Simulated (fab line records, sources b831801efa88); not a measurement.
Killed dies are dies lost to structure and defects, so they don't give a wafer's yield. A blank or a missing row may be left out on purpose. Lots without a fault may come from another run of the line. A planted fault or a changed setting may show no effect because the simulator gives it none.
Tool commonality check | flow sky130 | 13 lots, 39 wafers sampled

WHY IT WAS OPENED
At SKY_LDD_P_TW_MEAS_11 the reading LDD_P_TW is flagged on 2 of 13 lots. Wafers without a fault read 635, standard deviation 4.6.
Rule: a lot is flagged when every wafer of it that has a number lies more than 4 standard deviations from that mean, or none has a number. The other lots count as sound.

lot  | measured     | on            | LDD_P_TW, wafer by wafer | flag
L459 | day 19 10:04 | film_metro-01 | 632 633 632              |
L461 | day 20 06:25 | film_metro-01 | 629 629 627              |
L462 | day 20 23:22 | film_metro-03 | 644 644 642              |
L463 | day 21 11:13 | film_metro-02 | 633 631 635              |
L464 | day 21 20:04 | film_metro-03 | 644 640 639              |
L466 | day 22 08:14 | film_metro-03 | 639 635 637              |
L467 | day 22 17:23 | film_metro-01 | 630 626 626              |
L468 | day 23 09:22 | film_metro-03 | 636 638 640              |
L469 | day 23 12:12 | film_metro-03 | 635 639 638              |
L470 | day 23 17:02 | film_metro-02 | 631 629 633              |
L475 | day 25 07:04 | film_metro-03 | 584 583 584              | FLAGGED
L477 | day 26 02:28 | film_metro-01 | 582 585 582              | FLAGGED
L481 | day 27 08:46 | film_metro-01 | 634 633 636              |
The numbers of the flagged lots are 583 on average: -52 against the usual, or -11 standard deviations.

WHICH TOOL RAN EACH LOT
The record holds 1 process step before the reading, out of a route of 708 steps. In each cell: the tool, then ch and the chambers that the sampled wafers went through, then the start.
lot  | flag    | SKY_LDD_P_IMPLANT_09
L459 |         | implanter-01 ch 0, day 19 09:49
L461 |         | implanter-03 ch 0, day 20 06:10
L462 |         | implanter-01 ch 0, day 20 23:10
L463 |         | implanter-04 ch 0, day 21 10:59
L464 |         | implanter-03 ch 0, day 21 19:49
L466 |         | implanter-04 ch 0, day 22 07:59
L467 |         | implanter-04 ch 0, day 22 17:11
L468 |         | implanter-04 ch 0, day 23 09:04
L469 |         | implanter-01 ch 0, day 23 11:58
L470 |         | implanter-03 ch 0, day 23 16:47
L475 | FLAGGED | implanter-03 ch 0, day 25 06:50
L477 | FLAGGED | implanter-03 ch 0, day 26 02:13
L481 |         | implanter-01 ch 0, day 27 08:34
What these steps do:
- SKY_LDD_P_IMPLANT_09
- SKY_LDD_P_TW_MEAS_11

FLAGGED OVER TOTAL, TOOL BY TOOL (the gauges that took the reading come last)
step                 | tool          | lots run | flagged | share of the flagged lots | sound lots run after its first flagged lot
SKY_LDD_P_IMPLANT_09 | implanter-01  | 4        | 0       | none                      | -
SKY_LDD_P_IMPLANT_09 | implanter-03  | 5        | 2       | all                       | 0
SKY_LDD_P_IMPLANT_09 | implanter-04  | 4        | 0       | none                      | -
SKY_LDD_P_TW_MEAS_11 | film_metro-01 | 5        | 1       | some                      | 1 (L481)
SKY_LDD_P_TW_MEAS_11 | film_metro-02 | 2        | 0       | none                      | -
SKY_LDD_P_TW_MEAS_11 | film_metro-03 | 6        | 1       | some                      | 0

WHAT THE TABLE ALLOWS
1 row of the table ran every flagged lot: implanter-03 at SKY_LDD_P_IMPLANT_09.
- implanter-03 at SKY_LDD_P_IMPLANT_09: 2 of its 5 lots flagged. Its last sound lot is L470 (day 23 16:47), its first flagged lot L475 (day 25 06:50): a fault that began between those two fits. Its own readings lie more than 4 standard deviations out on every wafer of the flagged lots: beam_on_s, faraday_current_uA.
One tool is left: implanter-03 at SKY_LDD_P_IMPLANT_09.

WHAT THE SIMULATOR HAD PUT IN
Process parameter drift: implanter-03, from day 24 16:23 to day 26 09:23, at SKY_LDD_P_IMPLANT_09. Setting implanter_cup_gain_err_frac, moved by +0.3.
Lots struck among those shown: L475, L477. The rule above found the same.
